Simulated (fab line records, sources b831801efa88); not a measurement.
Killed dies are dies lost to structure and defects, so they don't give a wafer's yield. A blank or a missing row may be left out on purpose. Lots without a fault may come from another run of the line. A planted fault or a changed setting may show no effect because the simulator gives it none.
fab line records | flow sky130
record lots=5 wafers=15 last_day=50
route steps=708 shown FIELD_ISO@17 NWELL@32 DNWELL@35 PWDE@45 SALICIDE@361 PAD_OPEN@708
lots that met no fault: from a run of the same line without faults
start_h: hours from the record's first day to the start of the lot's first wafer shown | wait_h: hours since the lot's step before | " the same as in the row above | L1.1+2: a row that stands for several wafers | - no value, or no start given | * or withheld: withheld | < > ~ a bound
route shown NAME@n: a module of which the file shows steps, and the number in the route of the first | usual: mean/standard deviation of fault-free wafers | same: alike in all rows | chamber/n: place in a boat | sites: the reading at each site | _std_site: their standard deviation | _edge_site: outer sites' mean less inner sites' | radius_mm: how far each site lies from the wafer's centre | mask NAME#n: copy n | behind: the tool/chamber that last shaped the wafer | hold: why the lot was held/for how many hours/how that ended | device: the transistor (n, p or np) that didn't switch | end of line: the same wafers' tests at the end of the route | a step without rows: its recipe alone | killed: dies lost to structure and defects at the first sort, not the wafer's yield | map: a wafer's dies, x killed, . not, _ none there
set.NAME: the setting as run; set.NAME@STEP: as run at that earlier step | model.NAME: the simulator's own value behind a step, which no gauge read
lots at some steps of the route; a table a step, a row a wafer
services: from which hour (start_h, from the record's first day; less than 0 if before it) a tool's chamber was out of use, for how many hours, and why
## steps
# step SKY_FIELD_ISO_STRIP_16
# recipe chemistry=O2/N2 power_w=1400 pressure_mtorr=1500 platen_temp_c=withheld o2_flow_sccm=3000 n2_flow_sccm=300 overash_fraction=0.5
# usual drypump_motor_current_A=5.3/0.35 oes_product_au=0.378/0.0052 strip_time_to_endpoint_s=3.538/0.026
# columns lot.wafer tool chamber start_h wait_h drypump_motor_current_A oes_product_au rf_hours_counter_h strip_time_to_endpoint_s
L997.1 plasma_asher-01 1 44.68 0.0 4.9 0.384 23 3.579
L997.3 " 0 " " 5.5 0.385 - 3.534
L997.6 " 0 " " 5.5 0.370 - 3.561
L102.1 plasma_asher-02 1 71.73 0.0 5.3 0.378 37 3.517
L102.2 " 0 " " 6.0 0.383 37 3.529
L102.4 " 1 " " 5.3 0.368 - 3.540
L110.2 plasma_asher-01 0 112.23 0.0 5.4 0.392 30 3.543
L110.4 " 0 " " 5.4 0.371 - 3.565
L110.6 " 0 " " 5.5 0.380 - 3.498
L113.1 plasma_asher-01 1 129.18 0.0 4.9 0.375 32 3.557
L113.3 " 1 " " 4.9 0.375 - 3.503
L113.5 " 0 " " 5.4 0.382 - 3.555
L117.2 plasma_asher-02 1 149.58 0.0 5.4 0.382 45 3.557
L117.3 " 1 " " 5.3 0.385 - 3.495
L117.4 " 0 " " 6.0 0.379 - 3.513
# step SKY_FIELD_ISO_ETCH_17
# recipe target_depth_a=3420 mask_material=Si3N4 chemistry=HBr/Cl2/O2 target=Si taper_deg=5 icp_w=600 bias_w=150 pressure_mtorr=15 HBr_flow_sccm=150 Cl2_flow_sccm=40 O2_flow_sccm=6 time_s=97.7
# usual drypump_motor_current_A=5.8/0.57 mfc_cl2_sccm=40.00/0.11 oes_product_au=1.004/0.0092 run_length_s=125.7/0.4 throttle_valve_pct=25.653/0.011
# columns lot.wafer tool chamber start_h wait_h drypump_motor_current_A mfc_cl2_sccm oes_product_au rf_hours_counter_h run_length_s throttle_valve_pct
L997.1 rie_si-01 3 44.78 0.1 4.9 39.89 1.003 49 125.3 25.639
L997.3 " 2 " " 6.6 40.06 1.001 70 125.6 25.666
L997.6 " 2 " " 6.6 39.96 0.998 - 125.9 25.664
L102.1 rie_si-02 3 71.83 0.1 6.2 39.99 1.016 135 125.7 25.646
L102.2 " 0 " " 6.1 39.98 0.989 141 126.1 25.671
L102.4 " 2 " " 5.8 39.95 0.989 2 125.7 25.659
L110.2 rie_si-02 0 112.33 0.1 6.1 40.07 1.000 141 126.1 25.650
L110.4 " 3 " " 6.2 40.10 1.016 136 125.2 25.650
L110.6 " 1 " " 5.3 39.95 1.002 - 126.4 25.656
L113.1 rie_si-01 1 129.28 0.1 5.4 40.01 1.003 42 125.9 25.665
L113.3 " 2 " " 6.6 40.03 0.995 71 125.8 25.656
L113.5 " 2 " " 6.6 39.97 0.985 - 126.0 25.653
L117.2 rie_si-01 2 149.68 0.1 6.6 39.95 0.999 71 125.6 25.659
L117.3 " 1 " " 5.4 39.96 1.013 42 126.1 25.640
L117.4 " 0 " " 6.0 40.00 1.005 2 125.0 25.650
# step SKY_FIELD_ISO_WET_ETCH_18
# recipe chemistry=H3PO4 target_depth_nm=25 temp_c=160 target=Si3N4 time_s=286
# step SKY_FIELD_ISO_CLEAN_19
# recipe chemistry=SC1/SC2 mix=1:4:20 temp_c=70 time_s=150
# step SKY_FIELD_ISO_CLEAN_20
# recipe chemistry=dHF time_s=20 dilution=100:1
# step SKY_FIELD_ISO_WET_ETCH_21
# recipe chemistry=dHF dilution=100:1 target_depth_nm=20 dry=ipa_marangoni target=SiO2 temp_c=25 time_s=400
# step SKY_FIELD_ISO_OXIDATION_22
# recipe temp_c=950 ambient=O2 stabilise_s=600 purge_s=300 target_thk_a=100 ox_time_s=623
# step SKY_FIELD_ISO_THK_MEAS_23
# recipe reads=SiO2_of_FIELD_ISO_OXIDATION_22
# usual FIELD_ISO_OXIDATION_01_THK=10.06/0.18
# columns lot.wafer tool chamber start_h wait_h FIELD_ISO_OXIDATION_01_THK[nm]
L997.1 film_metro-03 - 48.07 0.0 10.04
L997.3 " - " " 9.85
L997.6 " - " " 10.00
L102.1 film_metro-02 - 73.68 0.0 10.00
L102.2 " - " " 10.00
L102.4 " - " " 10.14
L110.2 film_metro-02 - 113.86 0.0 10.26
L110.4 " - " " 10.26
L110.6 " - " " 10.35
L113.1 film_metro-03 - 130.90 0.0 10.10
L113.3 " - " " 10.01
L113.5 " - " " 9.92
L117.2 film_metro-04 - 151.97 0.0 10.09
L117.3 " - " " 9.94
L117.4 " - " " 10.00
# step SKY_FIELD_ISO_CVD_24
# recipe material=SiO2 target_thk_nm=595 temp_c=650 sigma_open_frac=0.3 time_s=99.2 sih4_flow_sccm=60 pressure_mtorr=6
# step SKY_FIELD_ISO_THK_MEAS_25
# recipe reads=SiO2_of_FIELD_ISO_CVD_24
# usual FIELD_ISO_CVD_24_THK=597/6.1
# columns lot.wafer tool chamber start_h wait_h FIELD_ISO_CVD_24_THK[nm]
L997.1 film_metro-04 - 48.20 0.0 606
L997.3 " - " " 609
L997.6 " - " " 606
L102.1 film_metro-03 - 73.81 0.0 591
L102.2 " - " " 601
L102.4 " - " " 596
L110.2 film_metro-04 - 113.99 0.0 590
L110.4 " - " " 598
L110.6 " - " " 591
L113.1 film_metro-04 - 131.03 0.0 597
L113.3 " - " " 602
L113.5 " - " " 605
L117.2 film_metro-02 - 152.11 0.0 588
L117.3 " - " " 590
L117.4 " - " " 596
# step SKY_FIELD_ISO_ANNEAL_26
# recipe temp_c=1000 time_s=1800 ambient=N2
# step SKY_FIELD_ISO_CMP_27
# recipe stop_on=Si3N4 t_overpolish_s=16 down_force_psi=4 platen_rpm=60 target_thk_nm=457.8 pad_velocity_m_s=0.94248
# usual motor_current_A=11.5/1.1 overpolish_run_s=16.000/0.0098 time_to_endpoint_s=112/3.3
# columns lot.wafer tool chamber start_h wait_h motor_current_A overpolish_run_s time_to_endpoint_s
L997.3 cmp-01 0 52.47 0.0 9.2 16.015 112
L997.1 " 2 " " 13.5 16.016 113
L997.6 " 0 " " 9.4 15.985 114
L102.4 cmp-01 1 75.42 0.1 10.0 16.018 114
L102.2 " 2 " " 12.5 15.989 112
L102.1 " 3 " " 12.3 16.001 115
L110.2 cmp-01 0 115.59 0.1 9.2 16.016 105
L110.4 " 1 " " 10.1 16.026 116
L110.6 " 0 " " 9.5 15.997 108
L113.3 cmp-01 2 133.96 0.1 12.6 15.993 111
L113.1 " 0 " " 9.5 15.988 106
L113.5 " 1 " " 9.7 16.010 116
L117.4 cmp-02 1 154.96 0.0 11.6 16.006 112
L117.3 " 2 " " 12.4 15.996 112
L117.2 " 3 " " 11.7 15.992 106
# step SKY_FIELD_ISO_WET_ETCH_28
# recipe chemistry=dHF target_depth_nm=23.7 target=SiO2 dilution=10:1 temp_c=25 time_s=47
# usual run_length_s=76/3.3
# columns lot.wafer tool chamber start_h wait_h run_length_s model.SiO2_of_FIELD_ISO_CVD_24.thk_nm
L997.1 wet_bench-04 0 52.77 0.1 79 433.7
L997.3 " 0 " " 79 432.3
L997.6 " 0 " " 79 433.3
L102.1 wet_bench-03 0 75.67 0.1 80 433.4
L102.2 " 0 " " 80 434.7
L102.4 " 0 " " 80 435
L110.2 wet_bench-04 2 115.84 0.2 93 422.9
L110.4 " 2 " " 93 424.1
L110.6 " 2 " " 93 423.3
L113.1 wet_bench-03 2 134.21 0.1 74 432.9
L113.3 " 2 " " 74 434.3
L113.5 " 2 " " 74 434.2
L117.2 wet_bench-03 1 155.26 0.1 80 435.1
L117.3 " 1 " " 80 434
L117.4 " 1 " " 80 433.9
# step SKY_FIELD_ISO_WET_ETCH_29
# recipe chemistry=H3PO4 target_depth_nm=160 target=Si3N4 temp_c=160 time_s=1825
# step SKY_FIELD_ISO_WET_ETCH_30
# recipe chemistry=dHF target_depth_nm=25 target=SiO2 dilution=10:1 temp_c=25 time_s=50
# step SKY_NWELL_CLEAN_00
# recipe chemistry=SC1/SC2 mix=1:4:20 temp_c=70 time_s=150 dry=n2_spin
# step SKY_NWELL_OXIDATION_01
# recipe temp_c=900 ambient=O2 stabilise_s=600 purge_s=300 target_thk_a=100 ox_time_s=1418
# step SKY_NWELL_THK_MEAS_02
# recipe reads=SiO2_of_NWELL_OXIDATION_01
# usual NWELL_OXIDATION_THK=10.07/0.19
# columns lot.wafer tool chamber start_h wait_h NWELL_OXIDATION_THK[nm]
L997.1 film_metro-02 - 56.93 0.0 10.31
L997.3 " - " " 10.37
L997.6 " - " " 10.29
L102.1 film_metro-04 - 77.69 0.0 10.29
L102.2 " - " " 10.01
L102.4 " - " " 9.99
L110.2 film_metro-02 - 118.19 0.0 10.11
L110.4 " - " " 10.01
L110.6 " - " " 10.16
L113.1 film_metro-01 - 136.27 0.0 9.95
L113.3 " - " " 10.12
L113.5 " - " " 9.99
L117.2 film_metro-02 - 157.46 0.0 10.09
L117.3 " - " " 10.35
L117.4 " - " " 10.20
# step SKY_DNWELL_DEHYDRATE_00
# recipe temp_c=200 time_s=60
# step SKY_DNWELL_HMDS_01
# recipe prime_time_s=60 prime_temp_c=120
# step SKY_DNWELL_COAT_02
# recipe spin_rpm=2000 resist_thk_nm=3000
# step SKY_DNWELL_SOFTBAKE_03
# recipe temp_c=110 time_s=withheld
# step SKY_DNWELL_EXPOSE_04
# recipe mask_id=DNM na=0.57 target_cd_nm=3000 dose_mj=222
# step SKY_DNWELL_PEB_05
# recipe temp_c=115 time_s=withheld
# step SKY_DNWELL_DEVELOP_06
# recipe wall_angle_deg=90 developer=TMAH develop_time_s=60 dev_temp_c=23
# step SKY_DNWELL_IMPLANT_07
# recipe species=P energy_kev=withheld dose_cm2=withheld tilt_deg=withheld
# step SKY_DNWELL_STRIP_08
# recipe chemistry=O2/N2 power_w=1400 pressure_mtorr=1500 platen_temp_c=withheld o2_flow_sccm=3000 n2_flow_sccm=300 overash_fraction=0.5
# usual drypump_motor_current_A=5.4/0.37 oes_product_au=0.723/0.0045 strip_time_to_endpoint_s=36.97/0.084
# columns lot.wafer tool chamber start_h wait_h drypump_motor_current_A oes_product_au rf_hours_counter_h strip_time_to_endpoint_s
L997.1 plasma_asher-03 1 73.10 0.1 5.7 0.719 40 36.96
L997.3 " 0 " " 5.6 0.729 - 36.96
L997.6 " 0 " " 5.6 0.719 - 37.04
L102.1 plasma_asher-01 0 95.40 0.1 5.4 0.716 29 36.84
L102.2 " 1 " " 4.9 0.724 29 36.98
L102.4 " 0 " " 5.4 0.724 - 36.83
L110.2 plasma_asher-01 1 137.60 0.1 4.9 0.731 33 36.95
L110.4 " 1 " " 4.9 0.720 - 36.91
L110.6 " 0 " " 5.4 0.729 - 36.99
L113.1 plasma_asher-03 0 155.50 0.1 5.6 0.716 4 37.09
L113.3 " 0 " " 5.6 0.729 - 37.11
L113.5 " 1 " " 5.7 0.724 - 36.99
L117.2 plasma_asher-01 1 177.93 0.1 4.9 0.727 37 36.91
L117.3 " 0 " " 5.4 0.721 - 36.93
L117.4 " 1 " " 4.9 0.724 - 37.11
# step SKY_DNWELL_TW_MEAS_09
# usual DNWELL_TW=1122/6.6
# columns lot.wafer tool chamber start_h wait_h DNWELL_TW
L997.1 film_metro-01 - 73.20 0.1 1132
L997.3 " - " " 1121
L997.6 " - " " 1132
L102.1 film_metro-04 - 95.50 0.1 1122
L102.2 " - " " 1129
L102.4 " - " " 1126
L110.2 film_metro-01 - 137.71 0.1 1115
L110.4 " - " " 1110
L110.6 " - " " 1105
L113.1 film_metro-01 - 155.60 0.1 1121
L113.3 " - " " 1123
L113.5 " - " " 1119
L117.2 film_metro-04 - 178.04 0.1 1122
L117.3 " - " " 1130
L117.4 " - " " 1130
# step SKY_PWDE_DEHYDRATE_00
# recipe temp_c=200 time_s=60
# step SKY_PWDE_HMDS_01
# recipe prime_time_s=60 prime_temp_c=120
# step SKY_PWDE_COAT_02
# recipe spin_rpm=2000 resist_thk_nm=3000
# step SKY_PWDE_SOFTBAKE_03
# recipe temp_c=110 time_s=withheld
# step SKY_PWDE_EXPOSE_04
# recipe mask_id=PWDEM na=0.6 source_shape=conventional sigma_outer=0.6 polarization=unpolarized target_cd_nm=840 dose_mj=214
# step SKY_PWDE_PEB_05
# recipe temp_c=115 time_s=withheld
# step SKY_PWDE_DEVELOP_06
# recipe wall_angle_deg=90 developer=TMAH develop_time_s=60 dev_temp_c=23
# step SKY_PWDE_OVL_MEAS_07
# usual PWDE_OVL=1.1/1.3
# columns lot.wafer tool chamber start_h wait_h PWDE_OVL[nm]
L997.1 overlay-02 - 90.56 - 3.9
L997.3 " - " " 2.9
L997.6 " - " " 2.2
L102.1 overlay-01 - 113.17 - 2.1
L102.2 " - " " 0.7
L102.4 " - " " 1.2
L110.2 overlay-01 - 157.17 - 0.7
L110.4 " - " " 1.5
L110.6 " - " " 1.3
L113.1 overlay-01 - 175.78 - 1.6
L113.3 " - " " 1.1
L113.5 " - " " -0.5
L117.2 overlay-01 - 199.47 - 0.5
L117.3 " - " " 1.2
L117.4 " - " " -0.1
# step SKY_PWDE_IMPLANT_08
# recipe species=B energy_kev=150 dose_cm2=3.6e+12 tilt_deg=withheld
# step SKY_PWDE_STRIP_09
# recipe chemistry=O2/N2 power_w=1400 pressure_mtorr=1500 platen_temp_c=withheld o2_flow_sccm=3000 n2_flow_sccm=300 overash_fraction=0.5
# usual drypump_motor_current_A=5.33/0.28 oes_product_au=0.723/0.0045 strip_time_to_endpoint_s=36.98/0.1
# columns lot.wafer tool chamber start_h wait_h drypump_motor_current_A oes_product_au rf_hours_counter_h strip_time_to_endpoint_s
L997.1 plasma_asher-04 0 90.75 0.1 5.11 0.726 41 36.99
L997.3 " 0 " " 5.10 0.720 - 37.03
L997.6 " 1 " " 5.38 0.722 - 37.01
L102.1 plasma_asher-04 0 113.35 0.1 5.10 0.724 44 37.14
L102.2 " 1 " " 5.39 0.726 44 37.09
L102.4 " 0 " " 5.10 0.719 - 37.07
L110.2 plasma_asher-04 1 157.35 0.1 5.37 0.725 48 36.95
L110.4 " 0 " " 5.12 0.727 - 36.95
L110.6 " 0 " " 5.08 0.723 - 36.86
L113.1 plasma_asher-04 0 175.97 0.1 5.12 0.720 50 37.02
L113.3 " 0 " " 5.09 0.726 - 37.13
L113.5 " 0 " " 5.11 0.724 - 37.00
L117.2 plasma_asher-01 0 199.65 0.1 5.42 0.720 39 36.92
L117.3 " 1 " " 4.88 0.723 - 37.02
L117.4 " 0 " " 5.42 0.717 - 36.94
# step SKY_PWDE_TW_MEAS_10
# usual PWDE_TW=376.3/1.7
# columns lot.wafer tool chamber start_h wait_h PWDE_TW
L997.1 film_metro-02 - 90.85 0.1 375.2
L997.3 " - " " 375.4
L997.6 " - " " 377.5
L102.1 film_metro-04 - 113.45 0.1 377.0
L102.2 " - " " 376.0
L102.4 " - " " 376.6
L110.2 film_metro-04 - 157.46 0.1 376.8
L110.4 " - " " 378.5
L110.6 " - " " 377.5
L113.1 film_metro-02 - 176.07 0.1 376.4
L113.3 " - " " 378.5
L113.5 " - " " 377.3
L117.2 film_metro-01 - 199.81 0.1 375.9
L117.3 " - " " 375.7
L117.4 " - " " 376.0
# step SKY_NWELL_DEHYDRATE_03
# recipe temp_c=200 time_s=60
# step SKY_NWELL_HMDS_04
# recipe prime_time_s=60 prime_temp_c=120
# step SKY_NWELL_COAT_05
# recipe spin_rpm=2000 resist_thk_nm=3000
# step SKY_SALICIDE_CLEAN_00
# recipe chemistry=HF-last time_s=30 dilution=100:1 dry=ipa_marangoni
# columns lot.wafer tool chamber start_h wait_h model.SiO2_of_FIELD_ISO_CVD_24.thk_nm
L997.1 wet_bench-01 2 686.96 0.1 358.6
L997.3 " 2 " " 357.5
L997.6 " 2 " " 358.2
L102.1 wet_bench-03 2 719.33 0.1 357.3
L102.2 " 2 " " 358.7
L102.4 " 2 " " 359.5
L110.2 wet_bench-01 2 780.11 0.1 347.1
L110.4 " 2 " " 348.2
L110.6 " 2 " " 347.6
L113.1 wet_bench-03 0 798.68 0.1 358
L113.3+5 " 0 " " 359.4
L117.2 wet_bench-02 1 827.76 0.1 359.3
L117.3 " 1 " " 358.2
L117.4 " 1 " " 358
# step SKY_PAD_OPEN_PROBE_99
# usual killed_at_M0_to_M3=43/6.9 killed_at_M4_up=3.1/1.8 killed_at_contacts=24/5.1 killed_at_front_end=15/4.8 killed_at_other=0.3/0.48 killed_dies=86/8.9 killed_open=47/6.8 killed_short=39/6.3
# same gross_dies=492 killed_at_back_side=0
# columns lot.wafer tool chamber start_h wait_h killed_at_M0_to_M3 killed_at_M4_up killed_at_contacts killed_at_front_end killed_at_other killed_dies killed_open killed_short model.etest.cap_poly_to_well.c_af_um2 model.etest.field_n.vt_v model.etest.sram_nfet_pass.off_log10_a_um
L997.1 prober-01 - 1103.09 0.1 38 1 23 20 0 82 53 29 90.84 35.67 -12.74
L997.3 prober-01 - 1103.19 0.2 39 4 21 11 0 75 36 39 90.7 35.76 -12.95
L997.6 prober-01 - 1103.34 0.2 37 4 17 21 0 79 44 35 92.79 35.66 -12.84
L102.1 prober-01 - 1127.28 0.1 35 4 26 14 0 79 40 38 91.47 36.33 -12.41
L102.2 prober-01 - 1127.33 0.1 50 2 25 13 0 90 52 37 89.94 35.52 -13.07
L102.4 prober-01 - 1127.43 0.2 52 2 28 6 0 88 47 41 91.77 35.66 -12.65
L110.2 prober-02 - 1169.10 0.1 58 4 27 13 0 102 57 45 93.11 34.81 -12.31
L110.4 prober-02 - 1169.20 0.2 43 5 16 15 0 79 42 37 91.34 35.96 -12.41
L110.6 prober-02 - 1169.30 0.2 33 3 32 27 0 95 52 43 94.29 35.08 -12.56
L113.1 prober-01 - 1182.12 0.1 31 1 24 11 1 68 39 29 89.61 36.53 -13.2
L113.3 prober-01 - 1182.22 0.2 42 3 29 15 0 89 51 38 90.25 36.37 -12.8
L113.5 prober-01 - 1182.32 0.2 49 1 24 18 0 92 54 37 91.59 36.14 -13.06
L117.2 prober-01 - 1197.95 0.1 49 1 26 18 0 94 44 50 92.97 36.08 -12.75
L117.3 prober-01 - 1198.00 0.2 50 3 18 18 0 89 47 42 90.6 36.57 -12.7
L117.4 prober-01 - 1198.05 0.2 35 5 25 17 0 82 42 39 87.62 36.37 -12.5
# killed by level:class
L997.1 CONTACT:geometric_particle:open=12 VIA1:geometric_particle:open=12 POLY_GATE:geometric_particle:short=7 VIA3:geometric_particle:open=7 POLY_GATE:geometric_particle:open=4 LI_CONTACT:geometric_particle:open=4 METAL1:geometric_particle:short=4 FIELD_ISO:geometric_particle:open=3
L997.3 VIA1:geometric_particle:open=9 LOCAL_INTERCONNECT:geometric_particle:short=7 LI_CONTACT:geometric_particle:open=7 METAL2:geometric_particle:short=7 METAL3:geometric_particle:short=6 CONTACT:geometric_particle:open=5 METAL1:geometric_particle:short=4 FIELD_ISO:geometric_particle:open=3
L997.6 LI_CONTACT:geometric_particle:open=9 VIA1:geometric_particle:open=6 METAL2:geometric_particle:short=6 VIA3:geometric_particle:open=6 METAL3:geometric_particle:short=5 VIA2:geometric_particle:open=5 FIELD_ISO:geometric_particle:short=4 METAL4:geometric_particle:short=4
L102.1 VIA1:geometric_particle:open=12 CONTACT:geometric_particle:open=9 METAL1:geometric_particle:short=7 FIELD_ISO:geometric_particle:open=6 LI_CONTACT:geometric_particle:short=5 LOCAL_INTERCONNECT:geometric_particle:short=4 CONTACT:geometric_particle:short=4 FIELD_ISO:geometric_particle:short=3
L102.2 VIA1:geometric_particle:open=21 LI_CONTACT:geometric_particle:open=8 VIA1:geometric_particle:short=7 VIA3:geometric_particle:open=6 CONTACT:geometric_particle:open=6 CONTACT:geometric_particle:short=6 POLY_GATE:geometric_particle:short=3 METAL1:geometric_particle:short=3
L102.4 VIA1:geometric_particle:open=13 VIA1:geometric_particle:short=9 LI_CONTACT:geometric_particle:open=8 METAL1:geometric_particle:short=7 CONTACT:geometric_particle:open=6 VIA2:geometric_particle:open=6 VIA3:geometric_particle:open=6 CONTACT:geometric_particle:short=5
L110.2 VIA1:geometric_particle:open=16 CONTACT:geometric_particle:open=9 METAL3:geometric_particle:short=8 METAL1:geometric_particle:short=7 VIA2:geometric_particle:open=7 METAL2:geometric_particle:short=6 VIA3:geometric_particle:open=5 LI_CONTACT:geometric_particle:open=5
L110.4 VIA3:geometric_particle:open=8 VIA2:geometric_particle:open=7 CONTACT:geometric_particle:open=6 LI_CONTACT:geometric_particle:open=5 VIA1:geometric_particle:open=5 POLY_GATE:geometric_particle:open=4 VIA2:geometric_particle:short=4 POLY_GATE:geometric_particle:short=4
L110.6 VIA2:geometric_particle:open=11 LI_CONTACT:geometric_particle:open=9 CONTACT:geometric_particle:short=9 POLY_GATE:geometric_particle:open=7 CONTACT:geometric_particle:open=6 FIELD_ISO:geometric_particle:open=5 POLY_GATE:geometric_particle:short=5 LOCAL_INTERCONNECT:geometric_particle:short=5
L113.1 LI_CONTACT:geometric_particle:open=8 CONTACT:geometric_particle:open=8 VIA2:geometric_particle:short=5 VIA1:geometric_particle:open=5 FIELD_ISO:geometric_particle:open=4 CONTACT:geometric_particle:short=4 METAL1:geometric_particle:short=4 FIELD_ISO:geometric_particle:short=3
L113.3 CONTACT:geometric_particle:open=11 LI_CONTACT:geometric_particle:open=10 VIA3:geometric_particle:open=9 CONTACT:geometric_particle:short=6 METAL2:geometric_particle:short=6 FIELD_ISO:geometric_particle:open=5 VIA1:geometric_particle:open=4 VIA2:geometric_particle:open=4
L113.5 CONTACT:geometric_particle:open=11 VIA1:geometric_particle:open=10 METAL1:geometric_particle:short=8 VIA3:geometric_particle:open=7 LOCAL_INTERCONNECT:geometric_particle:short=6 FIELD_ISO:geometric_particle:open=5 VIA1:geometric_particle:short=5 VIA2:geometric_particle:open=5
L117.2 METAL2:geometric_particle:short=11 VIA1:geometric_particle:open=8 LOCAL_INTERCONNECT:geometric_particle:short=7 METAL1:geometric_particle:short=6 CONTACT:geometric_particle:open=6 CONTACT:geometric_particle:short=5 VIA2:geometric_particle:open=5 VIA3:geometric_particle:open=5
L117.3 VIA1:geometric_particle:open=10 CONTACT:geometric_particle:open=8 METAL2:geometric_particle:short=8 METAL1:geometric_particle:short=7 METAL3:geometric_particle:short=6 FIELD_ISO:geometric_particle:open=5 VIA3:geometric_particle:open=5 VIA2:geometric_particle:open=5
L117.4 VIA1:geometric_particle:open=9 LI_CONTACT:geometric_particle:open=8 METAL2:geometric_particle:short=7 FIELD_ISO:geometric_particle:short=6 POLY_GATE:geometric_particle:short=6 CONTACT:geometric_particle:open=6 VIA2:geometric_particle:open=6 VIA3:geometric_particle:open=5
## services
# columns tool chamber start_h hours kind
cmp-01 - 60.39 0.4 repair
cmp-01 - 78.58 33.0 repair
plasma_asher-01 - 95.98 4.3 pm
plasma_asher-04 - 109.11 1.8 repair
plasma_asher-04 - 178.44 7.0 repair
cmp-01 - 185.65 4.2 pm
plasma_asher-04 - 206.04 1.6 repair
cmp-01 - 222.93 5.1 pm
cmp-01 - 232.00 4.0 pm
cmp-01 - 344.33 14.5 pm
cmp-01 - 398.12 2.8 repair
plasma_asher-01 - 408.61 0.6 repair
cmp-01 - 513.38 0.7 repair
plasma_asher-04 - 542.33 2.8 pm
cmp-01 - 554.65 5.9 pm
cmp-01 - 567.15 7.7 repair
cmp-01 - 574.89 4.0 pm
cmp-01 - 587.84 1.9 repair
plasma_asher-01 - 598.80 4.2 repair
plasma_asher-01 - 629.78 0.9 repair
plasma_asher-01 - 705.47 2.8 pm
plasma_asher-01 - 718.46 6.4 repair
plasma_asher-01 - 752.36 7.1 repair
plasma_asher-01 - 773.88 0.7 repair
## key
first_sign step=SKY_FIELD_ISO_WET_ETCH_28 reading=run_length_s direction=up sigmas=5.1 usual=* struck=*
effect none on later readings
model_effect step=SKY_FIELD_ISO_WET_ETCH_28 value=SiO2_of_FIELD_ISO_CVD_24.thk_nm without=433.3 struck=423.4
model_effect step=SKY_SALICIDE_CLEAN_00 value=SiO2_of_FIELD_ISO_CVD_24.thk_nm without=357.5 struck=347.6
model_effect step=SKY_PAD_OPEN_PROBE_99 value=etest.cap_poly_to_well.c_af_um2 without=90.5 struck=92.91
met_at SKY_FIELD_ISO_WET_ETCH_28
struck_wafers L110.2,L110.4,L110.6
tester_left_out L110
fault kind=process_parameter_drift tool=wet_bench-04 chamber=2 onset_h=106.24 steps=SKY_FIELD_ISO_WET_ETCH_28 channel=time_s offset=* shape=step end_h=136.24 acts_in=* stated=*
# tester_left_out: of these lots the tester's yield and bins aren't shown, on N5 and GAA mostly nor the transistor test; their killed dies are dies lost to structure and defects alone, not to doping, threshold or leakage, so they don't give the yield
